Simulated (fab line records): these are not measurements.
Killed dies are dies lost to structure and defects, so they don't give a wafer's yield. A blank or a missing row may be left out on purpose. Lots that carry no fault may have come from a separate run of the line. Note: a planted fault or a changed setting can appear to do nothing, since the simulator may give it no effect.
One fault seen from 2 desks -- flow gf180mcu -- each desk holds nothing but its own numbers, with what lay behind them at the end

## AT THE TOOL OWNER'S DESK: implanter-01
The tool's own readings at GF_NSD_IMPLANT_09: means of the sampled wafers that have a number, for each lot that ran on this tool. The brackets show how far a lot's mean lies from the usual mean; more than 4 standard deviations puts the lot out of limits, marked OUT.
Columns: A = beam energy keV at GF_NSD_IMPLANT_09, usual 60.000
lot,first seen here,A
L434,day 13 22:04,59.974
L435,day 14 13:56,60.003
L438,day 15 05:43,38.443 (-99 or more) OUT
L439,day 15 18:20,38.446 (-99 or more) OUT
This desk's finding: out of limits on L438, L439; first on L438, day 15 05:43 (beam energy keV at GF_NSD_IMPLANT_09). Within limits: L434, L435.

## AT THE METROLOGY DESK
What the gauges read for every lot (on any tool): the sampled wafers with a number, averaged. The brackets show how far a lot's mean lies from the usual mean; more than 4 standard deviations puts the lot out of limits, marked OUT.
Columns: A = HV_LDD_CVD_56_THK at GF_HV_LDD_THK_MEAS_57, usual 89.7 nm; B = NSD_TW at GF_NSD_TW_MEAS_12, usual 4237; C = NSD_RS at GF_PSD_RS_MEAS_14, usual 46.13 ohm/sq
lot,first seen here,A,B,C
L433,day 12 11:31,89.8,4258,46.19
L434,day 13 02:05,88.6,4220,46.20
L435,day 13 17:32,89.4,4299,46.16
L438,day 14 08:24,89.5,3946 (-5.7) OUT,52.31 (+77) OUT
L439,day 14 20:08,90.6,3987 (-4.9) OUT,52.53 (+80) OUT
L449,day 17 21:52,87.2,4337,46.18
L450,day 18 04:57,88.2,4193,45.97
L451,day 18 09:02,91.4,4291,46.09
L454,day 19 12:06,93.0,4231,46.16
L455,day 19 18:17,88.8,4199,46.05
This desk finds L438, L439 out of limits, with the earliest case on L438 at day 15 06:06 (NSD_TW at GF_NSD_TW_MEAS_12). Within limits: L433, L434, L435, L449, L450, L451, L454, L455.

## BROUGHT TOGETHER
The tool owner's desk had the chance to raise an alarm at day 15 05:43 on L438, L439.
On L438, L439, the metrology desk was in a position to raise an alarm at day 15 06:06.
The lots listed all ran GF_NSD_IMPLANT_09 on implanter-01.

## WHAT WAS PUT IN BY THE SIMULATOR
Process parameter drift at GF_NSD_IMPLANT_09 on implanter-01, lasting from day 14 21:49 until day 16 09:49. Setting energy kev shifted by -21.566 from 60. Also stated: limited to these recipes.
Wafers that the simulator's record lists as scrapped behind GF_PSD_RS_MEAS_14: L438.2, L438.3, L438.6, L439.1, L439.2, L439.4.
Lots struck among those shown: L438, L439.
Hours from the fault's start to each desk's first reading out of limits: the tool owner's desk, 8; the metrology desk, 8.
